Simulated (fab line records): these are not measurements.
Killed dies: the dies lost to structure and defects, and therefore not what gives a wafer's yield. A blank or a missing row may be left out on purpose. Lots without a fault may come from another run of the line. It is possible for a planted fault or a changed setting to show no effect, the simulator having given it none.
Struck lot and sound lot, side by side | flow gf180mcu | 13 out of 602 route steps
Sound: the wafers L869.2, L869.4, L869.5. Struck: wafers L881.1, L881.2, L881.4. The cause is named last.
Order at every step that has rows: each side's tool, ch and its chambers, its first start. Under that, the readings that differ: sound wafers | struck wafers | difference of the means | sigmas: that difference in standard deviations of wafers without a fault.
alike: readings with means less than 2 such deviations apart, plus words and numbers identical on both sides. not compared: withheld readings, readings lacking a value on some wafer, bounds such as >300 that could conceal the same value, and numbers that have no deviation in the record and whose values overlap.
The two part at a step that has a row with sigmas, a row that says differs or no value, or rows on one side only. Numbers that have no deviation but don't overlap get no sigmas and don't part them. A reading that every wafer of one side lacks parts them only if that side has two wafers or more.

first, 6 steps without rows for these wafers: GF_POLY_GATE_COAT_04; GF_POLY_GATE_COAT_05 (resist thk 700 nm); GF_POLY_GATE_SOFTBAKE_06 (time 60 s); GF_POLY_GATE_EXPOSE_07 (exposes mask Poly2, target cd 280 nm); GF_POLY_GATE_PEB_08 (peb time 90 s); GF_POLY_GATE_DEVELOP_09 (develop time 60 s).
GF_POLY_GATE_CD_MEAS_10 targets a cd of 280 nm.
  sound: cd_sem-02 at day 10 08:22; struck: cd_sem-01 at day 14 00:09
  alike: cd_nm
GF_POLY_GATE_OVL_MEAS_11:
  sound: overlay-02 at day 10 08:29; struck: overlay-02 at day 14 00:16
  alike: POLY_GATE_OVL
GF_POLY_GATE_ETCH_12: etches BARC in N2/H2.
  sound on rie_diel-03 ch 1,2,3, day 10 08:31; struck on rie_diel-03 ch 1,2,3, day 14 00:18
  alike: drypump_motor_current_A, n2_flow_sccm, oes_product_au, throttle_valve_pct
GF_POLY_GATE_ETCH_13: etches poly-Si in HBr/Cl2, stops on SiO2, target depth 198.5 nm, time 69.6 s.
  sound on rie_si-02 ch 0,3, day 10 08:34; struck on rie_si-01 ch 0,1,2, day 14 00:22
  reading                     | sound       | struck      | difference | sigmas
  drypump_motor_current_A (A) | 6.4 6.0 6.4 | 5.0 5.2 5.8 | -0.9       | -2
  alike: oes_product_au, throttle_valve_pct
  not compared: rf_hours_counter_h
GF_POLY_GATE_STRIP_14: strips in O2/N2.
  sound on plasma_asher-04 ch 0,1, day 10 08:37; struck on plasma_asher-01 ch 0,1, day 14 00:25
  reading             | sound             | struck            | difference | sigmas
  n2_flow_sccm (sccm) | 302.5 301.4 301.0 | 300.9 298.8 299.4 | -1.9       | -2
  alike: drypump_motor_current_A, heater_power_w, oes_product_au
  not compared: rf_hours_counter_h
then, 1 step without rows for these wafers: GF_POLY_GATE_CLEAN_15 (cleans in SC1/SC2, time 150 s).
GF_POLY_GATE_OXIDATION_16: stabilise 600 s, purge 300 s, target thk 4 nm.
  sound on furnace-02 ch 0, day 10 10:18; struck on furnace-02, day 14 00:34
  no value came back on the struck wafers for ox_temp_c (C), ox_temp_c_max, spike_tc_upper_C (C); on the sound wafers ox_temp_c (C) reads 850.2 850.4 850.7

WHERE THEY PART
Last at GF_POLY_GATE_OXIDATION_16 as far as this record goes, first at GF_POLY_GATE_ETCH_13.

WHY: what had been put in by the simulator
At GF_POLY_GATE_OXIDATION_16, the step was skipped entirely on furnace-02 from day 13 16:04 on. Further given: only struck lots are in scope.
